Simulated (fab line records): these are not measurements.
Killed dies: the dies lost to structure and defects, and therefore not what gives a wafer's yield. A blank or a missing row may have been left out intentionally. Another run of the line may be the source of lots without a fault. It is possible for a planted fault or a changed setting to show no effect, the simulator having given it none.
Comparing a struck lot with a sound one ; flow sky130 ; 43 steps out of a route of 708
Sound: wafers L581.1, L581.2, L581.6. Wafers L586.1, L586.5, L586.6 were the ones struck. At the end, the cause is stated.
For every step that has rows: the tool of each side, followed by ch and its chambers, followed by its first start. Under that, the readings that differ: sound wafers ; struck wafers ; difference of the means ; sigmas: that difference in standard deviations of wafers without a fault.
alike: same words and numbers on both sides, and readings whose means sit less than 2 such deviations apart. not compared: any withheld reading, any reading some wafer has no value for, any bound like >300 that may hide the same value, and any number with overlapping values for which the record gives no deviation.
Wherever a step has rows on one side only, a row that says differs or no value, or a row with sigmas, the two part there. Numbers that have no deviation but don't overlap get no sigmas and don't part them. A reading missing from all wafers of one side parts the sides only when that side holds two or more wafers.

first, 5 steps without rows for these wafers: SKY_FIELD_ISO_WET_ETCH_18 (etches Si3N4 in H3PO4, target depth 25 nm, time 286 s); SKY_FIELD_ISO_CLEAN_19 (cleans in SC1/SC2, time 150 s); SKY_FIELD_ISO_CLEAN_20 (cleans in dHF, time 20 s); SKY_FIELD_ISO_WET_ETCH_21 (etches SiO2 in dHF, target depth 20 nm, time 400 s); SKY_FIELD_ISO_OXIDATION_22 (stabilise 600 s, purge 300 s, target thk 10 nm).
SKY_FIELD_ISO_THK_MEAS_23:
  sound on film-metro-01 at day 2 06:49; struck on film-metro-04 at day 3 10:04
reading;sound;struck;difference;sigmas
FIELD_ISO_OXIDATION_01_THK (nm);9.75 9.69 9.58;10.15 10.27 10.26;+0.55;+3
then, 1 step without rows for these wafers: SKY_FIELD_ISO_CVD_24 (deposits SiO2, target thk 595 nm, time 99.2 s).
SKY_FIELD_ISO_THK_MEAS_25:
  sound on film-metro-04 at day 2 06:56; struck on film-metro-01 at day 3 10:13
  alike: FIELD_ISO_CVD_24_THK
then, 1 step without rows for these wafers: SKY_FIELD_ISO_ANNEAL_26 (time 1800 s).
SKY_FIELD_ISO_CMP_27: polishes, stops on Si3N4, t overpolish 16 s, target thk 457.8 nm.
  sound on cmp-02 ch 0,1,2, day 2 08:30; struck on cmp-01 ch 2,3, day 3 11:46
  alike: edge-zone-pressure-frac, motor-current-A, overpolish-run-s, time-to-endpoint-s
then, 2 steps without rows for these wafers: SKY_FIELD_ISO_WET_ETCH_28 (etches SiO2 in dHF, target depth 23.7 nm, time 47 s); SKY_FIELD_ISO_WET_ETCH_29 (etches Si3N4 in H3PO4, target depth 160 nm, time 1825 s).
SKY_FIELD_ISO_WET_ETCH_30: etches SiO2 in dHF, target depth 25 nm, time 50 s.
  sound on wet-bench-04 ch 3, day 2 09:20; struck on wet-bench-01 ch 0, day 3 12:36
then, 2 steps without rows for these wafers: SKY_NWELL_CLEAN_00 (cleans in SC1/SC2, time 150 s); SKY_NWELL_OXIDATION_01 (stabilise 600 s, purge 300 s, target thk 10 nm).
SKY_NWELL_THK_MEAS_02:
  sound on film-metro-02 at day 2 10:50; struck on film-metro-01 at day 3 15:46
  alike: NWELL_OXIDATION_THK
then, 8 steps without rows for these wafers: SKY_DNWELL_DEHYDRATE_00 (time 60 s); SKY_DNWELL_HMDS_01 (prime time 60 s); SKY_DNWELL_COAT_02 (resist thk 3000 nm); SKY_DNWELL_SOFTBAKE_03; SKY_DNWELL_EXPOSE_04 (exposes mask DNM, target cd 3000 nm); SKY_DNWELL_PEB_05; SKY_DNWELL_DEVELOP_06 (develop time 60 s); SKY_DNWELL_IMPLANT_07.
SKY_DNWELL_STRIP_08: strips in O2/N2.
  sound on plasma-asher-03 ch 0,1, day 3 01:47; struck on plasma-asher-02 ch 0,1, day 4 08:10
reading;sound;struck;difference;sigmas
strip-time-to-endpoint-s (s);36.84 36.77 36.82;37.07 36.97 37.04;+0.22;+2
  alike: chamber-pressure-mTorr, drypump-motor-current-A, oes-product-au
  not compared: rf-hours-counter-h
SKY_DNWELL_TW_MEAS_09:
  sound on film-metro-02 at day 3 01:53; struck on film-metro-02 at day 4 08:16
  alike: DNWELL_TW
then, 7 steps without rows for these wafers: SKY_PWDE_DEHYDRATE_00 (time 60 s); SKY_PWDE_HMDS_01 (prime time 60 s); SKY_PWDE_COAT_02 (resist thk 3000 nm); SKY_PWDE_SOFTBAKE_03; SKY_PWDE_EXPOSE_04 (exposes mask PWDEM, target cd 840 nm); SKY_PWDE_PEB_05; SKY_PWDE_DEVELOP_06 (develop time 60 s).
SKY_PWDE_OVL_MEAS_07:
  sound on overlay-01 at day 3 18:14; struck on overlay-01 at day 5 01:47
  alike: PWDE_OVL
after that, 1 step had no rows for these wafers: SKY_PWDE_IMPLANT_08.
SKY_PWDE_STRIP_09: strips in O2/N2.
  sound on plasma-asher-02 ch 0,1, day 3 18:25; struck on plasma-asher-04 ch 0,1, day 5 01:59
  alike: chamber-pressure-mTorr, drypump-motor-current-A, oes-product-au, strip-time-to-endpoint-s
  not compared: rf-hours-counter-h
SKY_PWDE_TW_MEAS_10:
  sound on film-metro-02 at day 3 18:31; struck on film-metro-02 at day 5 02:05
  alike: PWDE_TW
then, 5 steps without rows for these wafers: SKY_NWELL_DEHYDRATE_03 (time 60 s); SKY_NWELL_HMDS_04 (prime time 60 s); SKY_NWELL_COAT_05 (resist thk 3000 nm); SKY_NWELL_SOFTBAKE_06; SKY_NWELL_EXPOSE_07 (exposes mask NWM, target cd 840 nm).
-- the record jumps here: 42 days lie between the struck wafers' starts before and after (it left off in module NWELL and takes up again in module PAD_OPEN, whose first step shown is number 708 of the route) --
SKY_PAD_OPEN_PROBE_99:
  sound on prober-01 at day 45 09:43; struck on prober-02 at day 47 02:34
reading;sound;struck;difference;sigmas
hold;- - -;await-dispo/3.9h/release await-dispo/3.9h/release await-dispo/3.9h/release;no value on the sound wafers;
killed-at-front-end;13 22 17;43 46 46;+28;+7
killed-dies;88 83 78;125 115 114;+35;+4
  alike: killed_at_M0_to_M3, killed_at_M4_up, killed-at-contacts, killed-at-other, killed-open, killed-short

== WHERE THEY PART ==
First at SKY_FIELD_ISO_THK_MEAS_23; last, within this record, at SKY_PAD_OPEN_PROBE_99.

WHY: the cause the simulator had injected
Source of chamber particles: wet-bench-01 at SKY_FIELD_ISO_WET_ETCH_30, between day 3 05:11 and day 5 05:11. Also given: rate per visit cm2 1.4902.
